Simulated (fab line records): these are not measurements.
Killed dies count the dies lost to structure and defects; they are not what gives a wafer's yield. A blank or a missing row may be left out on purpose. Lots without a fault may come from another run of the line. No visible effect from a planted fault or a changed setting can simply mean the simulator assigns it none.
Which tool was responsible?	flow gf180mcu	6 lots with 18 wafers sampled at 3 steps, on a route of 602 steps

== WHAT THE GAUGES SHOWED, per wafer ==
GF_HV_LDD_THK_MEAS_57.
lot	measured	on	HV_LDD_CVD_56_THK (nm)
L753	day 13 09:07	film_metro-02	86.8 87.2 86.9
L757	day 14 13:35	film_metro-02	97.8 97.3 97.8
L760	day 15 12:46	film_metro-04	97.5 96.3 97.2
L768	day 18 12:34	film_metro-04	90.6 90.4 89.8
L770	day 18 21:01	film_metro-04	90.2 90.3 90.4
L774	day 20 07:58	film_metro-01	89.8 90.1 89.2

== WHAT TOOL EACH LOT RAN ON (gives the tool, then ch and the chambers of the sampled wafers, and finally the start) ==
lot	GF_VT_IMPLANT_STRIP_31	GF_HV_LDD_CVD_56
L753	plasma_asher-01 ch 0,1, day 7 16:00	lpcvd-01 ch 0, day 13 07:41
L757	plasma_asher-03 ch 0,1, day 8 12:08	lpcvd-01 ch 0, day 14 12:08
L760	plasma_asher-03 ch 0,1, day 9 08:48	lpcvd-01 ch 0, day 15 11:20
L768	plasma_asher-03 ch 0,1, day 11 14:44	lpcvd-02 ch 1, day 18 11:08
L770	plasma_asher-04 ch 0,1, day 12 01:03	lpcvd-01 ch 1, day 18 19:36
L774	plasma_asher-01 ch 0,1, day 13 03:24	lpcvd-01 ch 1, day 20 06:32
- GF_VT_IMPLANT_STRIP_31: strips in O2/N2.
- GF_HV_LDD_CVD_56: deposits Si3N4 from DCS/NH3, target thk 90 nm, time 1543 s.

== THE ANSWER, worked out from the rows above alone ==
Rule: what is usual is taken from the lots themselves. The widest of any qualifying gaps counts: lots, ordered by their means at a reading, are off when they make up no more than a third of the lots, leave a main group of 4 or more, and stand apart from it by 3 or more times the standard deviation of that group's means. A main group whose means are all the same, to the digits that the tables above print for the reading, isn't used. Also off: a lot with no number at a reading for which 4 or more lots have one. The other lots that the step has rows for count as sound.
Off: at GF_HV_LDD_THK_MEAS_57 (HV_LDD_CVD_56_THK), L757, L760. Mean 89.3 nm and standard deviation 1.4 in the main group.
If a tool, at a process step before that reading, ran all the lots that are off and no sound lot after the first of them, it fits. The gauges at GF_HV_LDD_THK_MEAS_57 are tried like those tools. Not one of the candidates tried fits.

== WHAT THE SIMULATOR PUT IN ==
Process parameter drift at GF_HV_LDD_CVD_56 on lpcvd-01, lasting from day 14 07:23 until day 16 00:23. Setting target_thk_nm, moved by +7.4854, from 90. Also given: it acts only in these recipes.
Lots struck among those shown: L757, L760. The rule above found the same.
